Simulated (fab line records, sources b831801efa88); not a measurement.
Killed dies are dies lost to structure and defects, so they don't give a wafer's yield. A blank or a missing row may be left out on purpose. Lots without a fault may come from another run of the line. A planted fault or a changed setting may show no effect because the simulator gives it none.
fab line records | flow gf180mcu
record lots=14 wafers=42 last_day=34
route steps=602 shown STI@31 LVPWELL@63 HV_LDD@184 SAB@273
lots that met no fault: from a run of the same line without faults
start_h: hours from the record's first day to the start of the lot's first wafer shown | wait_h: hours since the lot's step before | " the same as in the row above | L1.1+2: a row that stands for several wafers | - no value, or no start given | * or withheld: withheld | < > ~ a bound
route shown NAME@n: a module of which the file shows steps, and the number in the route of the first | usual: mean/standard deviation of fault-free wafers | same: alike in all rows | chamber/n: place in a boat | sites: the reading at each site | _std_site: their standard deviation | _edge_site: outer sites' mean less inner sites' | radius_mm: how far each site lies from the wafer's centre | mask NAME#n: copy n | behind: the tool/chamber that last shaped the wafer | hold: why the lot was held/for how many hours/how that ended | device: the transistor (n, p or np) that didn't switch | end of line: the same wafers' tests at the end of the route | a step without rows: its recipe alone | killed: dies lost to structure and defects at the first sort, not the wafer's yield | map: a wafer's dies, x killed, . not, _ none there
set.NAME: the setting as run; set.NAME@STEP: as run at that earlier step | model.NAME: the simulator's own value behind a step, which no gauge read
steps of the route over a sample of lots; a table a step, a row a wafer
services: from which hour (start_h, from the record's first day; less than 0 if before it) a tool's chamber was out of use, for how many hours, and why
## steps
# step GF_STI_THK_MEAS_30
# recipe reads=SiO2_of_STI_OXIDATION_29
# usual STI_OXIDATION_02_THK=9.94/0.24
# columns lot.wafer tool chamber start_h wait_h STI_OXIDATION_02_THK[nm]
L226.2 film_metro-01 - 30.84 0.0 10.05
L226.3 " - " " 9.86
L226.6 " - " " 10.07
L227.2 film_metro-01 - 34.72 0.0 10.33
L227.3 " - " " 10.32
L227.4 " - " " 10.34
L228.1 film_metro-02 - 42.08 0.0 10.07
L228.5 " - " " 10.12
L228.6 " - " " 9.85
L233.3 film_metro-03 - 67.08 0.0 10.36
L233.5 " - " " 10.24
L233.6 " - " " 10.41
L234.2 film_metro-02 - 70.90 0.0 9.77
L234.3 " - " " 9.80
L234.5 " - " " 9.80
L235.2 film_metro-02 - 75.56 0.0 9.80
L235.3 " - " " 9.72
L235.6 " - " " 9.87
L238.1 film_metro-01 - 91.70 0.0 9.77
L238.5 " - " " 9.73
L238.6 " - " " 9.95
L239.1 film_metro-01 - 97.80 0.0 10.21
L239.5 " - " " 10.36
L239.6 " - " " 10.09
L240.3 film_metro-03 - 103.16 0.0 9.82
L240.4 " - " " 9.74
L240.6 " - " " 9.57
L242.3 film_metro-02 - 112.87 0.0 9.85
L242.5 " - " " 9.74
L242.6 " - " " 9.79
L244.3 film_metro-03 - 123.15 0.0 9.77
L244.4 " - " " 9.73
L244.6 " - " " 9.62
L246.2 film_metro-02 - 133.06 0.0 9.94
L246.5 " - " " 10.03
L246.6 " - " " 10.16
L247.2 film_metro-03 - 138.75 0.0 9.76
L247.5 " - " " 9.84
L247.6 " - " " 9.89
L248.1 film_metro-03 - 143.44 0.0 10.01
L248.4 " - " " 9.98
L248.5 " - " " 9.88
# step GF_LVPWELL_IMPLANT_09
# recipe species=B energy_kev=60 dose_cm2=5e+12 tilt_deg=0
# columns lot.wafer tool chamber start_h wait_h
L226.2+3+6 implanter-03 0 70.03 0.1
L227.2+3+4 implanter-04 0 74.51 0.1
L228.1+5+6 implanter-03 0 82.54 0.1
L233.3+5+6 implanter-01 0 108.54 0.1
L234.2+3+5 implanter-01 0 112.54 0.1
L235.2+3+6 implanter-01 0 118.16 0.1
L238.1+5+6 implanter-04 0 135.81 0.1
L239.1+5+6 implanter-04 0 142.90 0.1
L240.3+4+6 implanter-04 0 148.89 0.1
L242.3+5+6 implanter-04 0 159.90 0.1
L244.3+4+6 implanter-03 0 170.64 0.1
L246.2+5+6 implanter-03 0 180.78 0.1
L247.2+5+6 implanter-04 0 188.06 0.1
L248.1+4+5 implanter-04 0 192.79 0.1
# step GF_VT_IMPLANT_RS_MEAS_48
# recipe thk_meas_gauge=four-point-probe
# usual LVPWELL_RS=1196/3.7
# columns lot.wafer tool chamber start_h wait_h LVPWELL_RS[ohm/sq]
L226.2 film_metro-02 - 160.06 0.1 1192
L226.3 " - " " 1190
L226.6 " - " " 1194
L227.2 film_metro-02 - 164.52 0.1 1196
L227.3 " - " " 1192
L227.4 " - " " 1196
L228.1 film_metro-02 - 173.21 0.1 1197
L228.5 " - " " 1195
L228.6 " - " " 1197
L233.3 film_metro-04 - 205.83 0.1 1199
L233.5 " - " " 1197
L233.6 " - " " 1198
L234.2 film_metro-04 - 210.96 0.1 1253
L234.3 " - " " 1253
L234.5 " - " " 1256
L235.2 film_metro-02 - 217.94 0.1 1248
L235.3 " - " " 1252
L235.6 " - " " 1248
L238.1 film_metro-01 - 240.85 0.1 1194
L238.5 " - " " 1189
L238.6 " - " " 1194
L239.1 film_metro-04 - 246.89 0.1 1201
L239.5 " - " " 1196
L239.6 " - " " 1196
L240.3 film_metro-04 - 252.93 0.1 1194
L240.4 " - " " 1199
L240.6 " - " " 1195
L242.3 film_metro-02 - 267.76 0.1 1190
L242.5 " - " " 1191
L242.6 " - " " 1192
L244.3 film_metro-01 - 280.81 0.1 1193
L244.4 " - " " 1191
L244.6 " - " " 1192
L246.2 film_metro-02 - 292.14 0.1 1192
L246.5 " - " " 1193
L246.6 " - " " 1192
L247.2 film_metro-04 - 300.97 0.1 1200
L247.5 " - " " 1203
L247.6 " - " " 1199
L248.1 film_metro-02 - 304.88 0.1 1195
L248.4 " - " " 1194
L248.5 " - " " 1194
# step GF_HV_LDD_OVL_MEAS_08
# usual HV_LDD_OVL=-0.9/1.3
# columns lot.wafer tool chamber start_h wait_h HV_LDD_OVL[nm]
L226.2 overlay-01 - 220.06 0.1 -4.0
L226.3 " - " " -2.3
L226.6 " - " " -2.8
L227.2 overlay-01 - 223.10 0.1 1.0
L227.3 " - " " 2.0
L227.4 " - " " -0.1
L228.1 overlay-01 - 232.54 0.1 -1.0
L228.5 " - " " 1.7
L228.6 " - " " 2.3
L233.3 overlay-01 - 271.78 0.1 -0.2
L233.5 " - " " -0.8
L233.6 " - " " -1.2
L234.2 overlay-01 - 276.66 0.1 -1.4
L234.3 " - " " -0.2
L234.5 " - " " -4.1
L235.2 overlay-02 - 288.36 0.1 -0.5
L235.3 " - " " -0.5
L235.6 " - " " 0.4
L238.1 overlay-02 - 311.15 0.1 -1.6
L238.5 " - " " -0.9
L238.6 " - " " 0.6
L239.1 overlay-02 - 317.74 0.1 -1.7
L239.5 " - " " -2.4
L239.6 " - " " -3.1
L240.3 overlay-02 - 322.07 0.1 -1.3
L240.4 " - " " -1.8
L240.6 " - " " -0.1
L242.3 overlay-02 - 342.85 0.1 -1.9
L242.5 " - " " -3.8
L242.6 " - " " -2.0
L244.3 overlay-02 - 356.92 0.1 0.5
L244.4 " - " " 0.5
L244.6 " - " " -2.2
L246.2 overlay-02 - 364.17 0.1 -3.1
L246.5 " - " " -4.6
L246.6 " - " " -3.2
L247.2 overlay-01 - 376.36 0.1 -0.8
L247.5 " - " " -0.6
L247.6 " - " " 0.2
L248.1 overlay-02 - 386.83 0.1 -1.8
L248.4 " - " " 0.6
L248.5 " - " " -1.9
# step GF_SAB_CD_MEAS_09
# recipe target_cd_nm=420
# usual cd_nm=420.6/2.3
# columns lot.wafer tool chamber start_h wait_h cd_nm
L226.2 cd_sem-01 - 340.93 0.1 423.4
L226.3 " - " " 421.5
L226.6 " - " " 423.7
L227.2 cd_sem-01 - 343.09 0.2 419.8
L227.3 " - " " 420.5
L227.4 " - " " 418.2
L228.1 cd_sem-01 - 355.12 0.1 425.3
L228.5 " - " " 426.1
L228.6 " - " " 425.6
L233.3 cd_sem-02 - 402.00 0.1 417.5
L233.5 " - " " 420.6
L233.6 " - " " 418.3
L234.2 cd_sem-02 - 409.73 0.1 421.1
L234.3 " - " " 422.2
L234.5 " - " " 420.3
L235.2 cd_sem-02 - 423.65 0.1 418.8
L235.3 " - " " 419.9
L235.6 " - " " 416.2
L238.1 cd_sem-01 - 448.52 0.2 419.3
L238.5 " - " " 422.4
L238.6 " - " " 420.3
L239.1 cd_sem-01 - 463.13 0.1 420.3
L239.5 " - " " 420.4
L239.6 " - " " 423.2
L240.3 cd_sem-02 - 464.45 0.1 415.3
L240.4 " - " " 416.7
L240.6 " - " " 415.6
L242.3 cd_sem-02 - 489.85 0.1 425.2
L242.5 " - " " 421.8
L242.6 " - " " 422.4
L244.3 cd_sem-02 - 500.87 0.1 416.4
L244.4 " - " " 418.1
L244.6 " - " " 417.5
L246.2 cd_sem-02 - 510.59 0.2 422.1
L246.5 " - " " 422.0
L246.6 " - " " 423.1
L247.2 cd_sem-01 - 522.65 0.1 421.1
L247.5 " - " " 422.3
L247.6 " - " " 418.7
L248.1 cd_sem-02 - 531.96 0.1 420.6
L248.4 " - " " 420.8
L248.5 " - " " 420.7
## services
# columns tool chamber start_h hours kind
implanter-03 - 70.61 3.3 pm
implanter-01 - 171.28 5.9 pm
## key
first_sign step=GF_VT_IMPLANT_RS_MEAS_48 reading=LVPWELL_RS direction=up sigmas=15 usual=1196 struck=1251
effect none on later readings
met_at GF_LVPWELL_IMPLANT_09
struck_lots L234,L235
tester_left_out L234,L235
not_acting_at GF_STI_THK_MEAS_30,GF_HV_LDD_OVL_MEAS_08,GF_SAB_CD_MEAS_09
onset_between 108.54 112.54
fault kind=process_parameter_drift tool=implanter-01 chamber=- onset_h=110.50 steps=GF_LVPWELL_IMPLANT_09 channel=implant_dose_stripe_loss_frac offset=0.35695 shape=step end_h=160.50
# tester_left_out: of these lots the tester's yield and bins aren't shown, on N5 and GAA mostly nor the transistor test; their killed dies are dies lost to structure and defects alone, not to doping, threshold or leakage, so they don't give the yield
